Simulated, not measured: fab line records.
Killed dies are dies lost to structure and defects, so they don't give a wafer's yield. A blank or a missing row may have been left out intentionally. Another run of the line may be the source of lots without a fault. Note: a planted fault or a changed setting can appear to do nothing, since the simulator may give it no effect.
A struck lot beside a sound one -- flow sfqLine -- 18 out of 325 route steps
Sound: these wafers, L708.4, L708.5, L708.6. Struck: wafer L696.3; the same lot's L696.5 was not struck, so it is left out; see the end for the cause.
At each step with rows: each side's tool, then ch and its chambers, then its first start. Under that, the readings that differ: sound wafers -- struck wafers -- difference of the means -- sigmas: that difference in standard deviations of wafers without a fault.
alike: a reading whose means differ by less than 2 such deviations, as well as words and numbers matching on both sides. not compared: withheld readings; readings where some wafer has no value; bounds like >300 that might hide an equal value; numbers whose values overlap and for which the record gives no deviation.
Wherever a step has rows on one side only, a row that says differs or no value, or a row with sigmas, the two part there. Numbers that don't overlap but have no deviation are shown without sigmas and don't part them. Lack of a reading on every wafer of one side parts them only where that side has two or more wafers.

SFQ_TRILAYER_M3_BARC_OPEN_METAL_ETCH_100: etches BARC in O2, target depth 125 nm, time 41.7 s.
  sound on rieMetal-02 ch 0,1, day 44 05:23; struck on rieMetal-02 ch 0, day 40 06:53
  alike: drypumpMotorCurrentA, oesProductAu
  not compared: rfHoursCounterH
SFQ_TRILAYER_M3_ETCH_METAL_ETCH_078: etches Nb in Cl2/Ar, stops on SiO2, target depth 240 nm, time 120 s.
  sound on rieMetal-02 ch 0,1, day 44 05:28; struck on rieMetal-02 ch 0, day 40 06:58
  alike: drypumpMotorCurrentA, oesProductAu
  not compared: rfHoursCounterH
SFQ_TRILAYER_M3_STRIP_STRIP_079: strips in O2.
  sound on rieMetal-02 ch 0,1, day 44 05:44; struck on rieMetal-02 ch 0, day 40 07:15
  alike: drypumpMotorCurrentA, oesProductAu
  not compared: rfHoursCounterH
then, 2 steps without rows for these wafers: SFQ_TRILAYER_M3_STRIP_SOLV_CLEAN_080 (cleans in NMP, time 600 s); SFQ_TRILAYER_I3_DEP_PECVD_081 (deposits SiO2 from SiH4/N2O, time 111.11 s, target thk 500 nm).
SFQ_TRILAYER_I3_CMP_CMP_082: polishes SiO2.
  sound on cmp-01 ch 0,3, day 44 22:06; struck on cmp-02 ch 0, day 40 11:12
reading,sound,struck,difference,sigmas
motorCurrentA (A),9.7 9.0 11.0,11.5,+1.6,+2
  alike: slurryFilterDpKPa, timeToEndpointS
SFQ_I3_BOW_MEAS_922:
  sound on filmMetro-03 at day 45 01:10; struck on filmMetro-02 at day 40 12:44
  alike: I3_BOW
then, 5 steps without rows for these wafers: SFQ_TRILAYER_I3_METRO_MEASURE_083; SFQ_TRILAYER_I3_VIA_LITHO_COAT_090 (resist thk 62 nm); SFQ_TRILAYER_I3_VIA_LITHO_COAT_085 (resist thk 650 nm); SFQ_TRILAYER_I3_VIA_LITHO_SOFTBAKE_089; SFQ_TRILAYER_I3_VIA_LITHO_EXPOSE_086 (exposes mask I3, target cd 500 nm).
-- the record jumps here: 6 days lie between the struck wafers' starts before and after --
SFQ_TRILAYER_I3_VIA_LITHO_PEB_088: peb time 60 s.
  sound on lithoTrack-01 ch 0, day 50 22:30; struck on lithoTrack-03 ch 0, day 46 17:25
then, 1 step without rows for these wafers: SFQ_TRILAYER_I3_VIA_LITHO_DEVELOP_087 (time 60 s).
SFQ_I3_OVL_MEAS_923:
  sound on overlay-01 at day 50 22:44; struck on overlay-01 at day 46 17:41
  alike: I3_OVL
SFQ_TRILAYER_I3_VIA_BARC_OPEN_VIA_ETCH_121: etches BARC in O2, target depth 125 nm, time 41.7 s.
  sound on rieDiel-04 ch 0,2,3, day 50 22:46; struck on rieDiel-03 ch 3, day 46 17:43
reading,sound,struck,difference,sigmas
model.I3.cdNm (nm),498.7 498.4 498.8,521,+22,
  alike: drypumpMotorCurrentA, oesProductAu
  not compared: rfHoursCounterH
SFQ_TRILAYER_I3_VIA_ETCH_VIA_ETCH_088: etches SiO2 in CHF3, stops on Nb, target depth 260 nm.
  sound on rieDiel-04 ch 0,2,3, day 50 22:48; struck on rieDiel-03 ch 3, day 46 17:45
reading,sound,struck,difference,sigmas
model.I3.cdNm (nm),497.4 501.8 497.7,520.6,+21.6,
  alike: drypumpMotorCurrentA, oesProductAu
SFQ_TRILAYER_I3_VIA_STRIP_STRIP_089: strips in O2.
  sound on rieMetal-03 ch 0,1, day 50 23:07; struck on rieMetal-04 ch 1, day 46 18:04
  alike: drypumpMotorCurrentA, oesProductAu
  not compared: rfHoursCounterH

## WHERE THEY PART
SFQ_TRILAYER_I3_CMP_CMP_082 only, going by this record. Later steps at which nothing parts them and some readings are alike: SFQ_I3_BOW_MEAS_922, SFQ_I3_OVL_MEAS_923, SFQ_TRILAYER_I3_VIA_BARC_OPEN_VIA_ETCH_121, SFQ_TRILAYER_I3_VIA_ETCH_VIA_ETCH_088, SFQ_TRILAYER_I3_VIA_STRIP_STRIP_089.

WHY: what had been put in by the simulator
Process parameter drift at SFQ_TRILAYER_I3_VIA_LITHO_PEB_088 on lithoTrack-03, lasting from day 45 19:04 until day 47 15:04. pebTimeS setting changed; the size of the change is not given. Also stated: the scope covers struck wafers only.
